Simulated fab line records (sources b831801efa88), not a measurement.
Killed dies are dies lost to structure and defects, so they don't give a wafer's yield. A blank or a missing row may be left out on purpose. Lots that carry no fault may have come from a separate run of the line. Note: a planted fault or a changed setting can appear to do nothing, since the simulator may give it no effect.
fab line records	flow sky130
record lots=5	wafers=15	last-day=49
route steps=708 shown NWELL@64 PWDE@84
lots that met no fault: from a run of the same line without faults
start-h: the number of hours between the record's first day and the start of the first shown wafer of the lot	wait-h: time in hours since the lot's previous step	" same as the row above	L1.1+2: one row covering several wafers at once	- value missing, or start not given	* or withheld: withheld	< > ~ a bound
route shown NAME@n: names a module that has steps shown in the file, with the first one's number in the route	usual: mean and standard deviation over wafers with no fault	same: alike in all rows	chamber/n: place in a boat	sites: each site's reading	_std_site: the standard deviation of these	_edge_site: mean of outer sites minus mean of inner sites	radius-mm: how far each site lies from the wafer's centre	mask NAME#n: copy n	behind: tool/chamber where the wafer was last shaped	hold: what put the lot on hold/how long, in hours/how the hold closed	device: the n, p or np transistor that did not switch	end of line: the same wafers' tests at the end of the route	a step given without rows: its recipe and nothing more	killed: dies lost to structure and defects at the first sort, not the wafer's yield	map: the dies of a wafer, with x for killed, . for not killed, _ for no die there
set.NAME: the setting that was run; set.NAME@STEP: the one run at that earlier step	model.NAME: the simulator's own value behind a step, which no gauge read
lots seen at some steps along the route; tables by step, rows by wafer
services: from which hour (start-h, from the record's first day; less than 0 if before it) a tool's chamber was out of use, for how many hours, and why
## steps
# step SKY_NWELL_IMPLANT_11
# recipe species=P	energy-kev=400	dose-cm2=1.9e+13	tilt-deg=withheld
lot.wafer	tool	chamber	start-h	wait-h
L078.2+4+6	implanter-03	0	113.20	0.0
L079.1+5+6	implanter-03	0	113.69	0.0
L081.1+2+5	implanter-01	0	126.43	0.0
L084.1+3+5	implanter-01	0	146.43	0.0
L087.3+5+6	implanter-02	0	165.29	0.1
# step SKY_NWELL_IMPLANT_12
# recipe species=P	energy-kev=120	dose-cm2=1.3e+12	tilt-deg=withheld
lot.wafer	tool	chamber	start-h	wait-h
L078.2+4+6	implanter-03	0	113.35	0.1
L079.1+5+6	implanter-03	0	113.84	0.1
L081.1+2+5	implanter-01	0	126.58	0.1
L084.1+3+5	implanter-01	0	146.58	0.1
L087.3+5+6	implanter-02	0	165.44	0.1
# step SKY_NWELL_IMPLANT_13
# recipe species=P	energy-kev=50	dose-cm2=7e+11	tilt-deg=withheld
lot.wafer	tool	chamber	start-h	wait-h
L078.2+4+6	implanter-03	0	113.50	0.1
L079.1+5+6	implanter-03	0	113.99	0.1
L081.1+2+5	implanter-01	0	126.73	0.1
L084.1+3+5	implanter-01	0	146.73	0.1
L087.3+5+6	implanter-02	0	165.59	0.1
# step SKY_NWELL_STRIP_14
# recipe chemistry=O2/N2	power-w=1400	pressure-mtorr=1500	platen-temp-c=withheld	o2-flow-sccm=3000	n2-flow-sccm=300	overash-fraction=0.5
# usual drypump-motor-current-A=5.5/0.41	oes-product-au=0.722/0.0043	strip-time-to-endpoint-s=36.92/0.092
# same overash-fraction=0.5
lot.wafer	tool	chamber	start-h	wait-h	drypump-motor-current-A	oes-product-au	rf-hours-counter-h	strip-time-to-endpoint-s
L078.2	plasma-asher-01	0	113.63	0.1	4.9	0.721	45	36.80
L078.4	"	1	"	"	5.8	0.719	-	36.85
L078.6	"	0	"	"	4.9	0.726	-	36.89
L079.1	plasma-asher-02	0	114.14	0.1	6.0	0.727	31	36.88
L079.5	"	1	"	"	5.4	0.720	-	36.87
L079.6	"	0	"	"	6.0	0.721	-	36.90
L081.1	plasma-asher-02	0	126.88	0.1	6.0	0.724	32	37.10
L081.2	"	1	"	"	5.4	0.726	32	37.06
L081.5	"	0	"	"	6.0	0.719	-	37.04
L084.1	plasma-asher-04	1	146.88	0.1	5.1	0.722	1	36.84
L084.3	"	0	"	"	5.7	0.715	-	36.88
L084.5	"	0	"	"	5.7	0.719	-	36.94
L087.3	plasma-asher-02	0	165.72	0.1	6.0	0.722	-	36.83
L087.5	"	0	"	"	6.0	0.715	-	36.92
L087.6	"	1	"	"	5.4	0.726	-	36.88
# step SKY_NWELL_TW_MEAS_15
# usual NWELL_TW=1838/15
lot.wafer	tool	chamber	start-h	wait-h	NWELL_TW
L078.2	film-metro-04	-	113.74	0.1	1847
L078.4	"	-	"	"	1851
L078.6	"	-	"	"	1838
L079.1	film-metro-02	-	114.24	0.1	1818
L079.5	"	-	"	"	1828
L079.6	"	-	"	"	1828
L081.1	film-metro-03	-	126.98	0.1	1824
L081.2	"	-	"	"	1826
L081.5	"	-	"	"	1840
L084.1	film-metro-04	-	146.98	0.1	1841
L084.3	"	-	"	"	1841
L084.5	"	-	"	"	1839
L087.3	film-metro-03	-	165.81	0.1	1822
L087.5	"	-	"	"	1822
L087.6	"	-	"	"	1834
# step SKY_NWELL_DEHYDRATE_16
# recipe temp-c=200	time-s=60
lot.wafer	tool	chamber	start-h	wait-h
L078.2+4+6	litho-track-04	0	121.98	8.2
L079.1+5+6	litho-track-03	0	122.37	8.1
L081.1+2+5	litho-track-02	0	134.34	7.4
L084.1+3+5	litho-track-03	0	156.32	9.3
L087.3+5+6	litho-track-02	0	175.79	10.0
# step SKY_NWELL_HMDS_17
# recipe prime-time-s=60	prime-temp-c=120
# usual prime-temp-c=119.98/0.13
# same prime-time-s=60
lot.wafer	tool	chamber	start-h	wait-h	prime-temp-c
L078.2	litho-track-04	0	122.13	0.1	120.06
L078.4	"	0	"	"	120.20
L078.6	"	0	"	"	120.03
L079.1	litho-track-03	0	122.52	0.1	119.84
L079.5	"	0	"	"	119.76
L079.6	"	0	"	"	120.06
L081.1	litho-track-02	0	134.49	0.1	119.90
L081.2	"	0	"	"	120.11
L081.5	"	0	"	"	119.98
L084.1	litho-track-03	0	156.47	0.1	120.16
L084.3	"	0	"	"	119.88
L084.5	"	0	"	"	120.05
L087.3	litho-track-02	0	175.94	0.1	119.91
L087.5	"	0	"	"	120.06
L087.6	"	0	"	"	120.03
# step SKY_NWELL_COAT_18
# recipe spin-rpm=2000	resist-thk-nm=3000
lot.wafer	tool	chamber	start-h	wait-h
L078.2+4+6	litho-track-04	0	122.28	0.1
L079.1+5+6	litho-track-03	0	122.67	0.1
L081.1+2+5	litho-track-02	0	134.64	0.1
L084.1+3+5	litho-track-03	0	156.62	0.1
L087.3+5+6	litho-track-02	0	176.09	0.1
# step SKY_NWELL_SOFTBAKE_19
# recipe temp-c=110	time-s=withheld
lot.wafer	tool	chamber	start-h	wait-h
L078.2+4+6	litho-track-04	0	122.44	0.1
L079.1+5+6	litho-track-03	0	122.82	0.1
L081.1+2+5	litho-track-02	0	134.79	0.1
L084.1+3+5	litho-track-03	0	156.77	0.1
L087.3+5+6	litho-track-02	0	176.26	0.1
# step SKY_NWELL_EXPOSE_20
# recipe mask-id=NWM_COMPLEMENT	na=0.6	source-shape=conventional	sigma-outer=0.6	polarization=unpolarized	target-cd-nm=840	dose-mj=260
lot.wafer	tool	chamber	start-h	wait-h	mask
L078.2+4+6	iline-stepper-02	0	-	-	NWM_COMPLEMENT#0
L079.1+5+6	iline-stepper-01	0	-	-	NWM_COMPLEMENT#0
L081.1+2+5	iline-stepper-02	0	-	-	NWM_COMPLEMENT#0
L084.1+3+5	iline-stepper-01	0	-	-	NWM_COMPLEMENT#0
L087.3+5+6	iline-stepper-01	0	-	-	NWM_COMPLEMENT#0
# step SKY_NWELL_PEB_21
# recipe temp-c=115	time-s=withheld
lot.wafer	tool	chamber	start-h	wait-h
L078.2+4+6	litho-track-02	0	-	-
L079.1+5+6	litho-track-03	0	-	-
L081.1+2+5	litho-track-04	0	-	-
L084.1+3+5	litho-track-02	0	-	-
L087.3+5+6	litho-track-04	0	-	-
# step SKY_NWELL_DEVELOP_22
# recipe wall-angle-deg=90	developer=TMAH	develop-time-s=60	dev-temp-c=23
lot.wafer	tool	chamber	start-h	wait-h
L078.2+4+6	litho-track-02	0	-	-
L079.1+5+6	litho-track-03	0	-	-
L081.1+2+5	litho-track-04	0	-	-
L084.1+3+5	litho-track-02	0	-	-
L087.3+5+6	litho-track-04	0	-	-
# step SKY_NWELL_OVL_MEAS_23
# usual NWELL_01_OVL=-0.3/1.3
lot.wafer	tool	chamber	start-h	wait-h	NWELL_01_OVL[nm]
L078.2	overlay-01	-	131.20	-	-1.5
L078.4	"	-	"	"	-0.8
L078.6	"	-	"	"	-0.1
L079.1	overlay-02	-	131.67	-	-0.3
L079.5	"	-	"	"	1.3
L079.6	"	-	"	"	-1.4
L081.1	overlay-02	-	144.45	-	0.4
L081.2	"	-	"	"	0.9
L081.5	"	-	"	"	1.7
L084.1	overlay-02	-	167.34	-	0.1
L084.3	"	-	"	"	-0.9
L084.5	"	-	"	"	1.4
L087.3	overlay-01	-	186.86	-	0.7
L087.5	"	-	"	"	-1.6
L087.6	"	-	"	"	-1.2
# step SKY_NWELL_IMPLANT_24
# recipe species=B	energy-kev=140	dose-cm2=9.2e+12	tilt-deg=withheld
lot.wafer	tool	chamber	start-h	wait-h
L078.2+4+6	implanter-03	0	131.25	0.0
L079.1+5+6	implanter-02	0	131.70	0.0
L081.1+2+5	implanter-01	0	144.49	0.0
L084.1+3+5	implanter-03	0	167.38	0.0
L087.3+5+6	implanter-01	0	186.94	0.1
# step SKY_NWELL_STRIP_25
# recipe chemistry=O2/N2	power-w=1400	pressure-mtorr=1500	platen-temp-c=withheld	o2-flow-sccm=3000	n2-flow-sccm=300	overash-fraction=0.5
# usual drypump-motor-current-A=5.5/0.42	oes-product-au=0.723/0.0048	strip-time-to-endpoint-s=36.93/0.094
# same overash-fraction=0.5
lot.wafer	tool	chamber	start-h	wait-h	drypump-motor-current-A	oes-product-au	rf-hours-counter-h	strip-time-to-endpoint-s
L078.2	plasma-asher-01	1	131.38	0.1	5.8	0.720	47	37.09
L078.4	"	0	"	"	4.9	0.729	-	36.93
L078.6	"	1	"	"	5.8	0.723	-	37.04
L079.1	plasma-asher-01	1	131.85	0.1	5.8	0.725	47	36.77
L079.5	"	1	"	"	5.8	0.714	-	36.71
L079.6	"	0	"	"	4.9	0.718	-	36.90
L081.1	plasma-asher-02	0	144.64	0.1	6.0	0.724	34	36.85
L081.2	"	1	"	"	5.4	0.725	34	36.85
L081.5	"	0	"	"	6.0	0.718	-	36.74
L084.1	plasma-asher-01	0	167.53	0.1	4.9	0.724	51	37.01
L084.3	"	0	"	"	4.9	0.719	-	37.07
L084.5	"	1	"	"	5.8	0.728	-	37.01
L087.3	plasma-asher-01	0	187.07	0.1	4.9	0.730	-	36.86
L087.5	"	0	"	"	4.9	0.722	-	36.77
L087.6	"	1	"	"	5.8	0.723	-	36.90
# step SKY_NWELL_TW_MEAS_26
# usual NWELL_2_TW=502/4.3
lot.wafer	tool	chamber	start-h	wait-h	NWELL_2_TW
L078.2	film-metro-04	-	131.49	0.1	499
L078.4	"	-	"	"	501
L078.6	"	-	"	"	500
L079.1	film-metro-02	-	131.95	0.1	496
L079.5	"	-	"	"	498
L079.6	"	-	"	"	498
L081.1	film-metro-03	-	144.74	0.1	497
L081.2	"	-	"	"	500
L081.5	"	-	"	"	498
L084.1	film-metro-03	-	167.63	0.1	498
L084.3	"	-	"	"	500
L084.5	"	-	"	"	501
L087.3	film-metro-04	-	187.16	0.1	505
L087.5	"	-	"	"	506
L087.6	"	-	"	"	504
# step SKY_NWELL_CLEAN_27
# recipe chemistry=SC1/SC2	mix=1:4:20	temp-c=70	time-s=150	dry=n2-spin
# usual bath-heat-duty-pct=13.2/1.8
lot.wafer	tool	chamber	start-h	wait-h	bath-heat-duty-pct
L078.2	wet-bench-01	2	131.54	0.0	17.3
L078.4	"	2	"	"	17.3
L078.6	"	2	"	"	16.9
L079.1	wet-bench-01	3	132.01	0.1	10.0
L079.5	"	3	"	"	12.0
L079.6	"	3	"	"	12.3
L081.1	wet-bench-04	2	144.80	0.1	12.1
L081.2	"	2	"	"	12.2
L081.5	"	2	"	"	11.2
L084.1	wet-bench-03	0	167.69	0.1	12.5
L084.3	"	0	"	"	12.9
L084.5	"	0	"	"	11.7
L087.3	wet-bench-03	1	187.20	0.0	10.4
L087.5	"	1	"	"	10.5
L087.6	"	1	"	"	10.7
# step SKY_NWELL_RTA_28
# recipe temp-c=1050	time-s=30	idle-temp-c=650	ramp-up-c-per-s=150	ramp-down-c-per-s=90	ambient=N2
# usual lamp-power-pct=25.30/0.048	wafer_temp_C_max=1054.8/0.89
lot.wafer	tool	chamber	start-h	wait-h	lamp-power-pct	wafer_temp_C_max
L078.2	rtp-anneal-01	0	131.61	0.0	25.32	1054.1
L078.4	"	0	"	"	25.25	1055.8
L078.6	"	0	"	"	25.25	1053.9
L079.1	rtp-anneal-02	0	132.06	0.0	25.35	1054.8
L079.5	"	0	"	"	25.31	1055.4
L079.6	"	0	"	"	25.30	1054.2
L081.1	rtp-anneal-01	0	144.90	0.0	25.28	1054.8
L081.2	"	0	"	"	25.30	1054.4
L081.5	"	0	"	"	25.33	1057.3
L084.1	rtp-anneal-01	0	167.74	0.0	25.31	1053.7
L084.3	"	0	"	"	25.36	1054.5
L084.5	"	0	"	"	25.28	1055.1
L087.3	rtp-anneal-02	0	187.28	0.0	25.31	1054.1
L087.5	"	0	"	"	25.34	1053.9
L087.6	"	0	"	"	25.24	1054.5
# step SKY_NWELL_RS_MEAS_29
# recipe thk-meas-gauge=four-point-probe
# usual NWELL_RS=624.2/1.6
lot.wafer	tool	chamber	start-h	wait-h	NWELL_RS[ohm/sq]
L078.2	film-metro-04	-	131.71	0.1	623.7
L078.4	"	-	"	"	622.8
L078.6	"	-	"	"	622.9
L079.1	film-metro-02	-	132.16	0.1	627.2
L079.5	"	-	"	"	627.8
L079.6	"	-	"	"	625.7
L081.1	film-metro-02	-	145.00	0.1	624.1
L081.2	"	-	"	"	623.7
L081.5	"	-	"	"	622.6
L084.1	film-metro-02	-	167.84	0.1	625.1
L084.3	"	-	"	"	625.7
L084.5	"	-	"	"	624.9
L087.3	film-metro-04	-	187.39	0.1	622.3
L087.5	"	-	"	"	622.9
L087.6	"	-	"	"	621.2
# step SKY_NWELL_RS_MEAS_31
# recipe thk-meas-gauge=four-point-probe
# usual PWDE_RS=5276/14
lot.wafer	tool	chamber	start-h	wait-h	PWDE_RS[ohm/sq]
L078.2	film-metro-04	-	131.95	0.1	5282
L078.4	"	-	"	"	5277
L078.6	"	-	"	"	5294
L079.1	film-metro-02	-	132.40	0.1	5256
L079.5	"	-	"	"	5270
L079.6	"	-	"	"	5275
L081.1	film-metro-02	-	145.24	0.1	5267
L081.2	"	-	"	"	5275
L081.5	"	-	"	"	5267
L084.1	film-metro-02	-	168.08	0.1	5277
L084.3	"	-	"	"	5296
L084.5	"	-	"	"	5307
L087.3	film-metro-04	-	187.63	0.1	5300
L087.5	"	-	"	"	5283
L087.6	"	-	"	"	5308
## services
tool	chamber	start-h	hours	kind
implanter-01	-	95.77	3.5	repair
plasma-asher-04	-	96.27	17.1	repair
plasma-asher-04	-	98.01	10.8	repair
plasma-asher-04	-	113.37	14.6	pm
wet-bench-03	-	114.58	1.1	repair
plasma-asher-02	-	117.20	2.8	pm
plasma-asher-04	-	127.97	9.0	pm
plasma-asher-04	0	127.97	9.0	vent-cycle
plasma-asher-04	1	127.97	9.0	vent-cycle
plasma-asher-04	0	136.97	-	clean
plasma-asher-04	1	136.97	-	clean
plasma-asher-01	-	141.50	1.6	repair
implanter-03	-	144.86	6.1	repair
iline-stepper-01	-	150.69	1.0	repair
rtp-anneal-01	-	167.98	6.6	pm
implanter-01	-	178.44	3.1	pm
rtp-anneal-02	-	178.92	3.4	pm
## key
fault none
